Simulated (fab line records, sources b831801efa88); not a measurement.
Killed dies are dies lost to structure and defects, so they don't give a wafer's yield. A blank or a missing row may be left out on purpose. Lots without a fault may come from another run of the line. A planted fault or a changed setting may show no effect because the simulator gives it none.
Problem report in the 8D (eight disciplines) form, filled by code | flow sfq_line | the parts of the form that need people (team, actions taken, sign-off) are left out

1. THE PROBLEM
JJ_NB_RS at SFQ_JJ_RS_MEAS_929 reads a mean of 1.497 ohm/sq on 2 wafers of 2 lots; wafers without a fault read 1.045 ohm/sq with a standard deviation of 0.011. That is +41 standard deviations from the usual mean.
The step: measures by four-point-probe.
First seen on wafer L535.4, day 51 08:54, on film_metro-02. The record holds 42 wafers of 14 lots with a number at this step. Rule for "out", or "out of limits": more than 4 standard deviations from the usual mean. The other wafers with a number count as sound.

2. WHAT IT IS AND WHAT IT IS NOT
question                    | is                           | is not
which readings at this step | JJ_NB_RS                     | -
which lots                  | L535, L537                   | L529, L530, L531, L532, L533, L534, L536, L544, L545, L546, L548, L551
which wafers of those lots  | L535.4, L537.4               | L535.1, L535.2, L537.2, L537.3
read on which gauges        | film_metro-02, film_metro-04 | film_metro-01
when                        | from day 51 08:54            | up to then (20 sound wafers); but 20 sound wafers of L536, L537, L544, L545, L546, L548, L551 came after

3. SUSPECTS, AND WHAT RULES EACH OUT
Counting: a tool at a process step up to the reading stays a suspect if it ran every lot that is out. Sound lots after the first of them don't rule it out here, since some wafers of a struck lot are sound.
- the gauge at SFQ_JJ_RS_MEAS_929: ruled out. The wafers that are out were read on 2 gauges (film_metro-02, film_metro-04).
- pvd_sputter-06 at SFQ_TRILAYER_JJ_TRILAYER_DEP_SPUTTER_112 (material Nb, target thk 170 nm, time 113.3 s): kept. It ran every lot that is out, first L535 (day 51 08:49); its last sound lot up to then is L534 (day 45 04:38).
Left after counting: pvd_sputter-06 at SFQ_TRILAYER_JJ_TRILAYER_DEP_SPUTTER_112.

4. THE CAUSE (what the simulator had put in)
Site profile drift: pvd_sputter-06, from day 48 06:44 on, at SFQ_TRILAYER_JJ_TRILAYER_DEP_SPUTTER_112. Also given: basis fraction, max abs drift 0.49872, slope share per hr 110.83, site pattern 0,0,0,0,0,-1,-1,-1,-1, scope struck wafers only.
Counting left only this tool.

5. THE CHAIN OF EFFECTS, in route order
Each row: a reading whose mean over the struck wafers that have a number lies more than 3 standard deviations from the usual. Only readings for which the record gives a usual standard deviation are gone through. hours: the time from each lot's start at the first step in this table that gives one to its start at this step, as a median over the lots. sigmas: the change in usual standard deviations.
hours | step                            | reading        | usual        | on struck wafers | change | sigmas
0     | SFQ_JJ_RS_MEAS_929              | JJ_NB_RS       | 1.045 ohm/sq | 1.497            | +0.452 | +41
5     | SFQ_TRILAYER_JJ_CE_ETCH_RIE_118 | oes_product_au | 0.990 a.u.   | 0.870            | -0.120 | -17
The process steps in it:
- SFQ_TRILAYER_JJ_CE_ETCH_RIE_118: chemistry SF6, target Nb, stops on Al2O3, time 97.7 s, target depth 170 nm.

6. WHAT WOULD HAVE CAUGHT IT SOONER
In this record the first reading out of limits at a measuring or inspecting step was taken at day 51 08:54, 74 hours after the fault began at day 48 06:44.
Of the tool readings at SFQ_TRILAYER_JJ_TRILAYER_DEP_SPUTTER_112 for which the record gives a usual standard deviation, none was out on any struck wafer, so an alarm limit of 4 standard deviations on them would not have fired.
Of the lots that are out (2), L537 began SFQ_TRILAYER_JJ_TRILAYER_DEP_SPUTTER_112 on pvd_sputter-06 after day 51 08:54. A hold on the tool at that time would have spared it.
